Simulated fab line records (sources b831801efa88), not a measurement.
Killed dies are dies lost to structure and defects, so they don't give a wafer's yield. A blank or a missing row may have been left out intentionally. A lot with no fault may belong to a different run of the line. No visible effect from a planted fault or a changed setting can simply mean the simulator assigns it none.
8D (eight disciplines) problem report, filled in by code | flow gf180mcu | the parts of the form that need people (team, actions taken, sign-off) are left out

1. THE ISSUE
Wafers without a fault read 596.5 W, standard deviation 2.2; rfFwdPowerW at GF_V4_CVD_02 reads a mean of 498.9 W on 3 wafers belonging to 2 lots. That puts it -44 standard deviations away from the usual mean.
The step: deposits SiO2 from TEOS, target thk 850 nm, time 94.851 s.
Earliest sighting: wafer L712.2 on pecvd-01 at day 28 09:28. The record has a number at this step for 33 wafers belonging to 11 lots. By rule, "out" or "out of limits" means more than 4 standard deviations away from the usual mean. The other wafers with a number count as sound.

2. WHAT IT IS, AND WHAT IT ISN'T
question                    | is                     | is not
which readings at this step | rfFwdPowerW            | -
which lots                  | L712, L717             | L699, L700, L701, L702, L704, L707, L718, L720, L721
which wafers of those lots  | L712.2, L717.1, L717.6 | L712.4, L712.5, L717.4
read on which tools         | pecvd-01               | pecvd-02, pecvd-03
when                        | from day 28 09:28      | up to then (20 sound wafers); but 10 sound wafers of L717, L718, L720, L721 came after

3. SUSPECTS, AND WHAT RULES EACH OUT
Counting: a tool at a process step up to the reading stays a suspect if it ran every lot that is out. Sound lots after the first of them don't rule it out here, since some wafers of a struck lot are sound.
- pecvd-01 at GF_V4_CVD_02 (deposits SiO2 from TEOS, target thk 850 nm, time 94.851 s): kept. It ran every lot that is out, first L712 (day 28 09:28); its last sound lot up to then is L707 (day 27 09:13). Its own readings are out on those wafers: rfFwdPowerW.
- At GF_V4_CVD_02, inside pecvd-01: chamber 2 took the wafers that are out, while their sound lot-mates went through chambers 0, 1.
After counting, what remains is pecvd-01 at GF_V4_CVD_02.

4. THE CAUSE (what the simulator had put in)
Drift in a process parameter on pecvd-01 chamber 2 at GF_V4_CVD_02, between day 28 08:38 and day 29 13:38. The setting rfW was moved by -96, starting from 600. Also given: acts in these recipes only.
After counting, this tool was the only one left.

5. SEQUENCE OF EFFECTS, ordered by route
Each row: a reading where the mean over the struck wafers with a number is more than 3 standard deviations away from the usual. Scope: only readings with a usual standard deviation given in the record; hours: median across lots of the time from each lot's start at the first step in this table that gives one to its start at this step; sigmas: change in usual standard deviations.
hours | step              | reading       | usual   | on struck wafers | change | sigmas
0     | GF_V4_CVD_02      | rfFwdPowerW   | 596.5 W | 498.9            | -97.6  | -44
0     | GF_V4_THK_MEAS_03 | V4_CVD_02_THK | 849 nm  | 806              | -43    | -3.3
The process steps in it:
- GF_V4_CVD_02: deposits SiO2 from TEOS, target thk 850 nm, time 94.851 s.

6. HOW IT WOULD HAVE BEEN CAUGHT EARLIER
In this record the first reading out of limits was taken at day 28 09:28, 1 hour after the fault began at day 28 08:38.
